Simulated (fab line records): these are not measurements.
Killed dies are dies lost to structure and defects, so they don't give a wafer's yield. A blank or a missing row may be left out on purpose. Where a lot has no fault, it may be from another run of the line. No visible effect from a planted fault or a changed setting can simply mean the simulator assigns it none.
Chamber matching / flow sky130 / SKY_LI_CONTACT_ETCH_15 on rie diel-01 has 4 sister chambers
The step etches PSG in C4F8/O2/Ar, stops on Si, target depth 600 nm. 24 wafers are shown with their chamber, then 12 later ones without.

WAFERS WITH THEIR CHAMBER
wafer=L077.1; chamber=2; oes product au (a.u.)=0.835
wafer=L077.2; chamber=3; oes product au (a.u.)=0.840
wafer=L077.3; chamber=0; oes product au (a.u.)=0.835
wafer=L077.4; chamber=1; oes product au (a.u.)=0.842
wafer=L077.5; chamber=3; oes product au (a.u.)=0.838
wafer=L077.6; chamber=2; oes product au (a.u.)=0.832
wafer=L079.1; chamber=2; oes product au (a.u.)=0.830
wafer=L079.2; chamber=0; oes product au (a.u.)=0.832
wafer=L079.3; chamber=1; oes product au (a.u.)=0.833
wafer=L079.4; chamber=3; oes product au (a.u.)=0.832
wafer=L079.5; chamber=3; oes product au (a.u.)=0.838
wafer=L079.6; chamber=0; oes product au (a.u.)=0.839
wafer=L084.1; chamber=1; oes product au (a.u.)=0.837
wafer=L084.2; chamber=0; oes product au (a.u.)=0.831
wafer=L084.3; chamber=2; oes product au (a.u.)=0.841
wafer=L084.4; chamber=3; oes product au (a.u.)=0.837
wafer=L084.5; chamber=1; oes product au (a.u.)=0.840
wafer=L084.6; chamber=0; oes product au (a.u.)=0.843
wafer=L088.2; chamber=1; oes product au (a.u.)=0.844
wafer=L088.4; chamber=0; oes product au (a.u.)=0.839
wafer=L088.6; chamber=1; oes product au (a.u.)=0.842
wafer=L090.1; chamber=1; oes product au (a.u.)=0.838
wafer=L090.2; chamber=0; oes product au (a.u.)=0.838
wafer=L090.3; chamber=3; oes product au (a.u.)=0.834

SIGNATURES (means of the wafers above)
reading=oes product au; chamber 0=0.83671; chamber 1=0.83943; chamber 2=0.83450; chamber 3=0.83650; scatter within a chamber=0.00391
Rule: for each reading, subtract the chamber's mean from the wafer's reading, divide by that reading's scatter and square the result; add these up over the readings and take the root, which gives the wafer's distance from the chamber. The wafer belongs to the nearest chamber; if the next one is less than 2 further off, it can't be placed. The scatter: the root of (the sum of the squares of (reading less its chamber's mean) over the shown wafers, divided by (wafers less chambers)).

WAFERS WHOSE CHAMBER IS MISSING
wafer=L090.4; oes product au (a.u.)=0.837
wafer=L090.5; oes product au (a.u.)=0.841
wafer=L090.6; oes product au (a.u.)=0.836
wafer=L091.1; oes product au (a.u.)=0.829
wafer=L091.3; oes product au (a.u.)=0.839
wafer=L091.6; oes product au (a.u.)=0.833
wafer=L094.1; oes product au (a.u.)=0.835
wafer=L094.4; oes product au (a.u.)=0.831
wafer=L094.6; oes product au (a.u.)=0.842
wafer=L095.2; oes product au (a.u.)=0.838
wafer=L095.5; oes product au (a.u.)=0.843
wafer=L095.6; oes product au (a.u.)=0.835

WHICH CHAMBER EACH ONE RAN IN
wafer=L090.4; from the rows above=can't be placed: 0 or 3 or 1 or 2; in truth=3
wafer=L090.5; from the rows above=can't be placed: 1 or 0 or 3 or 2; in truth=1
wafer=L090.6; from the rows above=can't be placed: 3 or 0 or 2 or 1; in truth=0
wafer=L091.1; from the rows above=can't be placed: 2 or 3 or 0 or 1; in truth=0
wafer=L091.3; from the rows above=can't be placed: 1 or 0 or 3 or 2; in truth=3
wafer=L091.6; from the rows above=can't be placed: 2 or 3 or 0 or 1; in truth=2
wafer=L094.1; from the rows above=can't be placed: 2 or 3 or 0 or 1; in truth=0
wafer=L094.4; from the rows above=can't be placed: 2 or 3 or 0 or 1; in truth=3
wafer=L094.6; from the rows above=can't be placed: 1 or 0 or 3 or 2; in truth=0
wafer=L095.2; from the rows above=can't be placed: 0 or 1 or 3 or 2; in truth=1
wafer=L095.5; from the rows above=can't be placed: 1 or 0 or 3 or 2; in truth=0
wafer=L095.6; from the rows above=can't be placed: 2 or 3 or 0 or 1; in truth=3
Correctly placed: 0 of 12. Not placeable from these rows: 12 (in 12, the candidates include the true chamber). Number placed wrongly: 0.
